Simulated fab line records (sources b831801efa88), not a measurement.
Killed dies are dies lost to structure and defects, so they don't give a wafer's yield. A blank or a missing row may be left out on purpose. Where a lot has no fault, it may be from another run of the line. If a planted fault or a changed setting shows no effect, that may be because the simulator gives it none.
fab line records	flow sky130
record lots=13	wafers=39	last_day=50
route steps=708 shown LDD_P@262 POLY_CUT@318 SD_N@350 PAD_OPEN@708
lots that met no fault: from a run of the same line without faults
start_h: hours from the record's first day to the start of the lot's first wafer shown	wait_h: time in hours since the lot's previous step	" identical to the entry in the row above	L1.1+2: one row covering several wafers at once	- no value present, or no start provided	* or withheld: withheld	< > ~ a bound
route shown NAME@n: a module of which the file shows steps, and the number in the route of the first	usual: mean/standard deviation of fault-free wafers	same: alike in all rows	chamber/n: place in a boat	sites: the reading at each site	_std_site: standard deviation of those values	_edge_site: outer sites' mean less inner sites'	radius_mm: for every site, how far away it sits from the centre of the wafer	mask NAME#n: copy n	behind: the most recent tool/chamber to have shaped the wafer	hold: why the lot was held/for how many hours/how that ended	device: which transistor (n, p or np) failed to switch	end of line: the same wafers' tests at the end of the route	for a step that has no rows: nothing shown but its recipe	killed: count of dies lost to structure and defects at first sort (not the wafer's yield)	map: a wafer's dies, marking killed ones x, the rest . and places with no die _
set.NAME: the setting that was run; set.NAME@STEP: the one run at that earlier step	model.NAME: the simulator's own value behind a step, which no gauge read
the route's steps for a sample of lots (tables are steps, rows are wafers)
services: from which hour (start_h, from the record's first day; less than 0 if before it) a tool's chamber was out of use, for how many hours, and why
## steps
# step SKY_LDD_P_CD_MEAS_07
# recipe target_cd_nm=380
# usual cd_nm=380.3/2.5
lot.wafer	tool	chamber	start_h	wait_h	cd_nm
L848.1	cd_sem-02	-	472.35	0.1	383.4
L848.2	"	-	"	"	383.8
L848.5	"	-	"	"	384.0
L855.2	cd_sem-01	-	532.41	0.1	382.7
L855.5	"	-	"	"	383.8
L855.6	"	-	"	"	382.4
L856.2	cd_sem-02	-	538.97	0.1	385.4
L856.3	"	-	"	"	383.2
L856.4	"	-	"	"	382.4
L858.1	cd_sem-01	-	561.04	0.1	381.1
L858.3	"	-	"	"	380.0
L858.5	"	-	"	"	379.1
L859.2	cd_sem-01	-	564.31	0.1	381.0
L859.4	"	-	"	"	382.1
L859.5	"	-	"	"	381.8
L860.1	cd_sem-01	-	567.69	0.1	382.0
L860.2	"	-	"	"	380.6
L860.4	"	-	"	"	379.8
L861.1	cd_sem-01	-	585.55	0.1	375.0
L861.3	"	-	"	"	377.1
L861.6	"	-	"	"	376.5
L862.2	cd_sem-02	-	588.12	0.1	383.0
L862.3	"	-	"	"	382.7
L862.6	"	-	"	"	381.2
L864.1	cd_sem-02	-	601.30	0.1	379.6
L864.3	"	-	"	"	379.5
L864.4	"	-	"	"	381.0
L863.1	cd_sem-02	-	604.30	0.1	375.1
L863.4	"	-	"	"	376.5
L863.5	"	-	"	"	375.4
L866.1	cd_sem-02	-	609.84	0.1	382.6
L866.3	"	-	"	"	380.2
L866.5	"	-	"	"	381.3
L867.2	cd_sem-02	-	622.92	0.1	380.2
L867.3	"	-	"	"	380.6
L867.5	"	-	"	"	378.6
L868.1	cd_sem-01	-	630.05	0.1	378.3
L868.2	"	-	"	"	376.8
L868.3	"	-	"	"	377.9
# step SKY_POLY_CUT_ETCH_11
# recipe target=Si3N4	chemistry=CF4/CH2F2/Ar	stop_on=poly-Si	source_w=600	bias_w=150	pressure_mtorr=40	cf4_flow_sccm=40	ch2f2_flow_sccm=20	Ar_flow_sccm=150	time_s=42.5	target_depth_a=600
# usual bias_w=150.1/0.47	cf4_flow_sccm=39.98/0.12	drypump_motor_current_A=5.6/0.43	oes_product_au=0.833/0.006	throttle_valve_pct=14.995/0.0087
lot.wafer	tool	chamber	start_h	wait_h	bias_w	cf4_flow_sccm	drypump_motor_current_A	oes_product_au	rf_hours_counter_h	throttle_valve_pct
L848.1	rie_diel-03	1	597.29	0.0	150.2	40.04	5.2	0.835	4	15.008
L848.2	"	2	"	"	149.9	39.87	6.4	0.839	10	14.995
L848.5	"	2	"	"	149.5	40.12	6.4	0.821	-	14.985
L855.2	rie_diel-04	3	653.04	0.0	-	-	-	-	-	-
L855.5	"	3	"	"	-	-	-	-	-	-
L855.6	"	0	"	"	-	-	-	-	-	-
L856.2	rie_diel-04	3	658.20	0.0	-	-	-	-	-	-
L856.3	"	2	"	"	-	-	-	-	-	-
L856.4	"	1	"	"	-	-	-	-	-	-
L858.1	rie_diel-03	2	680.19	0.0	149.9	40.09	6.4	0.835	12	14.998
L858.3	"	3	"	"	150.2	39.88	5.4	0.840	16	15.011
L858.5	"	2	"	"	149.8	40.04	6.4	0.840	-	15.007
L859.2	rie_diel-02	2	683.85	0.0	149.5	40.11	6.1	0.830	17	15.009
L859.4	"	1	"	"	150.0	39.89	5.4	0.842	20	15.004
L859.5	"	3	"	"	150.4	40.07	5.2	0.832	-	15.003
L860.1	rie_diel-04	0	686.05	0.0	149.4	40.02	4.9	0.836	33	14.984
L860.2	"	3	"	"	149.9	40.05	5.3	0.837	12	14.985
L860.4	"	1	"	"	150.2	39.98	6.0	0.831	3	14.992
L861.1	rie_diel-04	1	701.35	0.0	150.1	39.81	6.0	0.838	3	14.998
L861.3	"	0	"	"	150.7	40.08	4.9	0.836	33	14.988
L861.6	"	0	"	"	151.1	39.87	4.9	0.826	-	14.997
L862.2	rie_diel-04	3	704.25	0.0	150.3	39.84	5.4	0.831	12	14.989
L862.3	"	0	"	"	149.9	39.92	5.0	0.831	33	14.999
L862.6	"	0	"	"	150.1	39.78	4.9	0.823	-	14.993
L864.1	rie_diel-03	3	719.60	0.0	150.8	39.76	5.4	0.837	17	15.003
L864.3	"	0	"	"	150.1	39.97	6.0	0.836	5	14.992
L864.4	"	2	"	"	150.7	39.99	6.4	0.840	14	14.992
L863.1	rie_diel-04	3	721.54	0.0	150.1	39.99	5.4	0.827	13	15.012
L863.4	"	2	"	"	149.7	40.07	5.8	0.834	10	14.987
L863.5	"	1	"	"	149.3	39.98	6.0	0.834	-	15.001
L866.1	rie_diel-02	2	725.80	0.0	150.0	39.99	6.1	0.831	18	14.981
L866.3	"	1	"	"	149.2	39.97	5.4	0.829	21	14.988
L866.5	"	1	"	"	149.5	39.96	5.4	0.833	-	14.997
L867.2	rie_diel-04	1	739.34	0.0	149.9	39.98	6.0	0.825	4	14.986
L867.3	"	2	"	"	150.7	39.94	5.7	0.828	10	14.986
L867.5	"	0	"	"	149.9	39.87	5.0	0.825	-	15.000
L868.1	rie_diel-02	1	745.54	0.0	149.9	40.08	5.4	0.828	21	14.982
L868.2	"	3	"	"	150.9	40.01	5.2	0.827	4	15.015
L868.3	"	2	"	"	149.8	39.94	6.1	0.834	18	14.998
# step SKY_SD_N_OVL_MEAS_08
# usual SD_N_OVL=1.0/1.4
lot.wafer	tool	chamber	start_h	wait_h	SD_N_OVL[nm]
L848.1	overlay-02	-	684.03	0.1	1.2
L848.2	"	-	"	"	0.3
L848.5	"	-	"	"	0.7
L858.1	overlay-01	-	760.41	0.1	1.4
L858.3	"	-	"	"	1.4
L858.5	"	-	"	"	2.5
L859.2	overlay-02	-	764.77	0.1	-1.3
L859.4	"	-	"	"	-1.8
L859.5	"	-	"	"	1.0
L860.1	overlay-01	-	766.87	0.1	3.8
L860.2	"	-	"	"	3.5
L860.4	"	-	"	"	3.5
L861.1	overlay-02	-	781.48	0.1	0.9
L861.3	"	-	"	"	-0.3
L861.6	"	-	"	"	-2.4
L862.2	overlay-01	-	783.62	0.1	2.6
L862.3	"	-	"	"	3.7
L862.6	"	-	"	"	3.3
L864.1	overlay-01	-	799.42	0.1	0.9
L864.3	"	-	"	"	-0.6
L864.4	"	-	"	"	0.3
L863.1	overlay-02	-	801.41	0.1	1.4
L863.4	"	-	"	"	1.4
L863.5	"	-	"	"	2.9
L866.1	overlay-02	-	805.43	0.1	-0.7
L866.3	"	-	"	"	2.6
L866.5	"	-	"	"	-0.8
L867.2	overlay-01	-	817.88	0.1	0.1
L867.3	"	-	"	"	-1.9
L867.5	"	-	"	"	-0.3
L868.1	overlay-02	-	824.92	0.1	-1.3
L868.2	"	-	"	"	2.1
L868.3	"	-	"	"	-0.1
# step SKY_SD_N_RS_MEAS_16
# recipe thk_meas_gauge=four-point-probe
# usual SD_N_RS=68.48/0.14
lot.wafer	tool	chamber	start_h	wait_h	SD_N_RS[ohm/sq]
L848.1	film_metro-03	-	684.75	0.1	68.39
L848.2	"	-	"	"	68.19
L848.5	"	-	"	"	68.41
L858.1	film_metro-03	-	761.13	0.1	68.40
L858.3	"	-	"	"	68.46
L858.5	"	-	"	"	68.40
L859.2	film_metro-04	-	765.50	0.1	68.62
L859.4	"	-	"	"	68.44
L859.5	"	-	"	"	68.70
L860.1	film_metro-04	-	767.60	0.1	68.84
L860.2	"	-	"	"	68.64
L860.4	"	-	"	"	68.76
L861.1	film_metro-03	-	782.21	0.1	68.55
L861.3	"	-	"	"	68.45
L861.6	"	-	"	"	68.42
L862.2	film_metro-03	-	784.35	0.1	68.25
L862.3	"	-	"	"	68.25
L862.6	"	-	"	"	68.22
L864.1	film_metro-01	-	800.15	0.1	68.56
L864.3	"	-	"	"	68.43
L864.4	"	-	"	"	68.59
L863.1	film_metro-01	-	802.14	0.1	68.59
L863.4	"	-	"	"	68.48
L863.5	"	-	"	"	68.55
L866.1	film_metro-03	-	806.15	0.1	68.30
L866.3	"	-	"	"	68.48
L866.5	"	-	"	"	68.50
L867.2	film_metro-01	-	818.61	0.1	68.37
L867.3	"	-	"	"	68.60
L867.5	"	-	"	"	68.36
L868.1	film_metro-01	-	825.65	0.1	68.50
L868.2	"	-	"	"	68.47
L868.3	"	-	"	"	68.55
# step SKY_PAD_OPEN_PROBE_99
# usual killed_at_M0_to_M3=43/6.8	killed_at_M4_up=3.2/1.7	killed_at_contacts=24/5.7	killed_at_front_end=16/4.3	killed_at_other=0.3/0.56	killed_dies=86/9.5	killed_on_rim=16/3.6	killed_open=47/6.9	killed_short=39/5.8
# same gross_dies=492	killed_at_back_side=0
lot.wafer	tool	chamber	start_h	wait_h	hold	killed_at_M0_to_M3	killed_at_M4_up	killed_at_contacts	killed_at_front_end	killed_at_other	killed_dies	killed_on_rim	killed_open	killed_short
L848.1	prober-02	-	1102.54	0.1	-	39	2	18	13	0	72	15	40	32
L848.2	prober-02	-	1102.59	0.1	-	37	3	21	22	0	83	19	46	37
L848.5	prober-02	-	1102.74	0.2	-	42	3	28	18	0	91	14	51	39
L855.2	prober-02	-	1138.22	0.1	await_dispo/2.2h/scrap	45	3	24	419	1	492	96	41	42
L855.5	prober-02	-	1138.37	0.2	await_dispo/2.2h/scrap	28	3	16	445	0	492	96	35	32
L855.6	prober-02	-	1138.42	0.2	await_dispo/2.2h/scrap	43	1	27	421	0	492	96	49	40
L856.2	prober-01	-	1142.68	0.1	await_dispo/9.2h/scrap	44	4	18	425	1	492	96	45	35
L856.3	prober-01	-	1142.73	0.2	await_dispo/9.2h/scrap	30	4	23	435	0	492	96	48	26
L856.4	prober-01	-	1142.78	0.2	await_dispo/9.2h/scrap	46	4	15	427	0	492	96	54	29
L858.1	prober-01	-	1157.36	0.1	-	46	1	31	19	0	97	23	45	52
L858.3	prober-01	-	1157.46	0.2	-	40	1	22	24	0	87	20	47	40
L858.5	prober-01	-	1157.56	0.2	-	47	2	16	18	0	83	10	47	36
L859.2	prober-02	-	1158.72	0.1	-	44	2	19	14	1	80	14	44	35
L859.4	prober-02	-	1158.82	0.2	-	46	3	18	13	0	80	17	43	37
L859.5	prober-02	-	1158.87	0.2	-	44	4	30	20	0	98	15	56	41
L860.1	prober-01	-	1162.36	0.1	-	40	4	19	21	0	84	18	42	42
L860.2	prober-01	-	1162.41	0.1	-	37	5	18	13	0	73	14	35	38
L860.4	prober-01	-	1162.51	0.2	-	37	4	24	18	0	83	15	35	48
L861.1	prober-02	-	1171.82	0.1	-	48	1	18	16	0	83	10	43	40
L861.3	prober-02	-	1171.92	0.2	-	43	1	29	25	0	98	22	62	35
L861.6	prober-02	-	1172.07	0.2	-	50	5	19	16	1	91	15	47	44
L862.2	prober-01	-	1176.51	0.1	-	49	1	19	17	0	86	15	39	47
L862.3	prober-01	-	1176.56	0.2	-	54	2	20	22	0	98	23	55	40
L862.6	prober-01	-	1176.71	0.2	-	42	3	20	14	0	79	12	47	32
L864.1	prober-02	-	1182.62	0.1	-	45	3	18	10	1	77	14	46	30
L864.3	prober-02	-	1182.72	0.2	-	44	6	21	14	1	86	17	46	39
L864.4	prober-02	-	1182.77	0.2	-	37	2	19	13	0	71	14	37	33
# killed by level:class
L848.1 CONTACT:geometric_particle:open=10 VIA1:geometric_particle:open=7 FIELD_ISO:geometric_particle:short=5 METAL1:geometric_particle:short=5 VIA1:geometric_particle:short=5 VIA2:geometric_particle:open=5 LI_CONTACT:geometric_particle:open=4 VIA2:geometric_particle:short=4
L848.2 VIA1:geometric_particle:open=7 FIELD_ISO:geometric_particle:open=6 LI_CONTACT:geometric_particle:open=6 CONTACT:geometric_particle:open=6 VIA3:geometric_particle:open=6 POLY_GATE:geometric_particle:open=5 METAL1:geometric_particle:short=5 POLY_GATE:geometric_particle:short=4
L848.5 CONTACT:geometric_particle:open=11 LI_CONTACT:geometric_particle:open=10 VIA1:geometric_particle:open=10 VIA2:geometric_particle:open=7 FIELD_ISO:geometric_particle:short=5 METAL2:geometric_particle:short=5 CONTACT:geometric_particle:short=4 METAL1:geometric_particle:short=4
L855.2 POLY_CUT:area_etch=408 LI_CONTACT:geometric_particle:open=10 VIA3:geometric_particle:open=8 VIA1:geometric_particle:open=8 CONTACT:geometric_particle:short=7 VIA1:geometric_particle:short=7 METAL1:geometric_particle:short=6 FIELD_ISO:geometric_particle:short=4
L855.5 POLY_CUT:area_etch=424 FIELD_ISO:geometric_particle:short=7 CONTACT:geometric_particle:open=7 SPACER:geometric_particle:open=6 VIA1:geometric_particle:open=6 VIA3:geometric_particle:open=5 POLY_GATE:geometric_particle:open=4 LOCAL_INTERCONNECT:geometric_particle:short=4
L855.6 POLY_CUT:area_etch=401 CONTACT:geometric_particle:open=11 FIELD_ISO:geometric_particle:short=9 VIA2:geometric_particle:open=8 VIA1:geometric_particle:open=7 VIA3:geometric_particle:open=6 SPACER:geometric_particle:open=5 LI_CONTACT:geometric_particle:short=5
L856.2 POLY_CUT:area_etch=412 VIA1:geometric_particle:open=13 POLY_GATE:geometric_particle:short=6 VIA3:geometric_particle:open=6 METAL2:geometric_particle:short=6 LI_CONTACT:geometric_particle:open=5 CONTACT:geometric_particle:open=5 VIA2:geometric_particle:open=5
L856.3 POLY_CUT:area_etch=418 CONTACT:geometric_particle:open=9 VIA1:geometric_particle:open=7 POLY_GATE:geometric_particle:open=6 LI_CONTACT:geometric_particle:open=6 VIA2:geometric_particle:open=4 FIELD_ISO:geometric_particle:short=3 FIELD_ISO:geometric_particle:open=3
L856.4 POLY_CUT:area_etch=408 VIA1:geometric_particle:open=16 VIA2:geometric_particle:open=9 FIELD_ISO:geometric_particle:open=7 CONTACT:geometric_particle:open=7 POLY_GATE:geometric_particle:open=6 CONTACT:geometric_particle:short=4 METAL1:geometric_particle:short=4
L858.1 LI_CONTACT:geometric_particle:open=14 VIA1:geometric_particle:open=11 POLY_GATE:geometric_particle:short=8 LOCAL_INTERCONNECT:geometric_particle:short=7 METAL1:geometric_particle:short=7 VIA2:geometric_particle:short=6 CONTACT:geometric_particle:open=5 VIA1:geometric_particle:short=5
L858.3 CONTACT:geometric_particle:open=10 FIELD_ISO:geometric_particle:open=9 FIELD_ISO:geometric_particle:short=9 VIA1:geometric_particle:short=7 VIA3:geometric_particle:open=7 VIA1:geometric_particle:open=6 CONTACT:geometric_particle:short=5 METAL2:geometric_particle:short=5
L858.5 VIA1:geometric_particle:open=10 VIA2:geometric_particle:open=7 VIA3:geometric_particle:open=5 LI_CONTACT:geometric_particle:open=5 VIA1:geometric_particle:short=5 METAL3:geometric_particle:short=5 FIELD_ISO:geometric_particle:short=4 POLY_GATE:geometric_particle:open=4
L859.2 CONTACT:geometric_particle:open=10 VIA1:geometric_particle:open=9 VIA2:geometric_particle:open=7 VIA3:geometric_particle:open=7 VIA1:geometric_particle:short=6 FIELD_ISO:geometric_particle:open=3 POLY_GATE:geometric_particle:short=3 VIA2:geometric_particle:short=3
L859.4 VIA1:geometric_particle:open=17 FIELD_ISO:geometric_particle:open=6 VIA1:geometric_particle:short=6 LI_CONTACT:geometric_particle:open=5 LOCAL_INTERCONNECT:geometric_particle:short=5 CONTACT:geometric_particle:short=5 METAL1:geometric_particle:short=5 VIA3:geometric_particle:open=5
L859.5 CONTACT:geometric_particle:open=16 VIA1:geometric_particle:open=11 VIA1:geometric_particle:short=10 LI_CONTACT:geometric_particle:open=6 FIELD_ISO:geometric_particle:short=5 FIELD_ISO:geometric_particle:open=5 VIA2:geometric_particle:open=5 VIA3:geometric_particle:open=5
L860.1 LI_CONTACT:geometric_particle:open=11 VIA2:geometric_particle:open=9 VIA1:geometric_particle:open=8 METAL2:geometric_particle:short=6 FIELD_ISO:geometric_particle:short=5 FIELD_ISO:geometric_particle:open=4 CONTACT:geometric_particle:short=4 METAL1:geometric_particle:short=4
L860.2 VIA1:geometric_particle:open=9 METAL1:geometric_particle:short=8 CONTACT:geometric_particle:open=6 FIELD_ISO:geometric_particle:open=5 CONTACT:geometric_particle:short=5 METAL3:geometric_particle:open=4 VIA1:geometric_particle:short=4 VIA3:geometric_particle:open=3
L860.4 CONTACT:geometric_particle:open=7 VIA1:geometric_particle:short=7 CONTACT:geometric_particle:short=6 VIA1:geometric_particle:open=6 LI_CONTACT:geometric_particle:short=5 LI_CONTACT:geometric_particle:open=5 METAL2:geometric_particle:short=5 VIA2:geometric_particle:open=5
L861.1 VIA1:geometric_particle:open=10 VIA3:geometric_particle:open=10 CONTACT:geometric_particle:open=7 FIELD_ISO:geometric_particle:short=6 METAL2:geometric_particle:short=5 METAL3:geometric_particle:short=4 POLY_GATE:geometric_particle:short=4 METAL1:geometric_particle:short=4
L861.3 VIA1:geometric_particle:open=17 LI_CONTACT:geometric_particle:open=10 VIA2:geometric_particle:open=9 POLY_GATE:geometric_particle:short=6 CONTACT:geometric_particle:short=5 CONTACT:geometric_particle:open=5 FIELD_ISO:geometric_particle:open=4 POLY_GATE:geometric_particle:open=4
L861.6 VIA1:geometric_particle:open=11 VIA3:geometric_particle:open=9 CONTACT:geometric_particle:open=7 VIA1:geometric_particle:short=6 CONTACT:geometric_particle:short=6 LI_CONTACT:geometric_particle:open=5 METAL2:geometric_particle:short=5 VIA3:geometric_particle:short=5
L862.2 VIA1:geometric_particle:short=11 METAL1:geometric_particle:short=7 VIA2:geometric_particle:open=6 VIA3:geometric_particle:open=6 FIELD_ISO:geometric_particle:open=5 POLY_GATE:geometric_particle:open=5 LI_CONTACT:geometric_particle:open=5 LOCAL_INTERCONNECT:geometric_particle:short=5
L862.3 VIA1:geometric_particle:open=14 LI_CONTACT:geometric_particle:open=8 VIA3:geometric_particle:open=8 VIA2:geometric_particle:open=8 POLY_GATE:geometric_particle:short=6 CONTACT:geometric_particle:open=5 VIA3:geometric_particle:short=5 FIELD_ISO:geometric_particle:short=4
L862.6 VIA3:geometric_particle:open=9 VIA1:geometric_particle:short=9 VIA1:geometric_particle:open=9 LI_CONTACT:geometric_particle:open=8 CONTACT:geometric_particle:open=6 FIELD_ISO:geometric_particle:short=5 POLY_GATE:geometric_particle:open=5 VIA3:geometric_particle:short=4
L864.1 VIA3:geometric_particle:open=13 VIA1:geometric_particle:open=10 LI_CONTACT:geometric_particle:open=6 VIA2:geometric_particle:short=6 CONTACT:geometric_particle:short=5 CONTACT:geometric_particle:open=5 VIA1:geometric_particle:short=4 METAL1:geometric_particle:open=3
L864.3 CONTACT:geometric_particle:open=12 METAL1:geometric_particle:short=8 VIA1:geometric_particle:open=7 VIA3:geometric_particle:open=7 VIA1:geometric_particle:short=6 VIA2:geometric_particle:open=6 FIELD_ISO:geometric_particle:short=4 POLY_GATE:geometric_particle:short=4
L864.4 VIA3:geometric_particle:open=8 VIA2:geometric_particle:open=7 VIA3:geometric_particle:short=6 POLY_GATE:geometric_particle:open=5 CONTACT:geometric_particle:open=5 LI_CONTACT:geometric_particle:open=4 CONTACT:geometric_particle:short=4 LI_CONTACT:geometric_particle:short=3
## services
tool	chamber	start_h	hours	kind
rie_diel-02	3	615.49	12.8	repair
rie_diel-03	0	623.10	2.2	repair
rie_diel-02	3	636.02	2.0	repair
rie_diel-02	0	638.43	12.6	repair
rie_diel-04	2	692.67	9.4	repair
rie_diel-02	-	718.04	2.6	repair
rie_diel-04	-	729.41	0.3	repair
rie_diel-02	-	731.35	2.8	pm
## key
first_sign step=SKY_POLY_CUT_ETCH_11	reading=tool_record	direction=missing
effect step=SKY_PAD_OPEN_PROBE_99	reading=killed_at_front_end	direction=up	sigmas=96	usual=16	struck=429
more_kills_born_at SKY_POLY_CUT_ETCH_11@rie_diel-04=2471
met_at SKY_POLY_CUT_ETCH_11
struck_lots L855,L856
later_rows_left_out L855.2,L855.5,L855.6,L856.2,L856.3,L856.4
tester_left_out L855,L856
not_acting_at SKY_LDD_P_CD_MEAS_07,SKY_SD_N_OVL_MEAS_08,SKY_SD_N_RS_MEAS_16
fault kind=skipped_step_whole	tool=rie_diel-04	chamber=-	onset_h=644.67	steps=SKY_POLY_CUT_ETCH_11	scope=struck_lots_only
# tester_left_out: of these lots the tester's yield and bins aren't shown, on N5 and GAA mostly nor the transistor test; their killed dies are dies lost to structure and defects alone, not to doping, threshold or leakage, so they don't give the yield
# later_rows_left_out: the simulator's readings of these wafers behind a module that went badly wrong aren't trusted and aren't shown, but for the sort
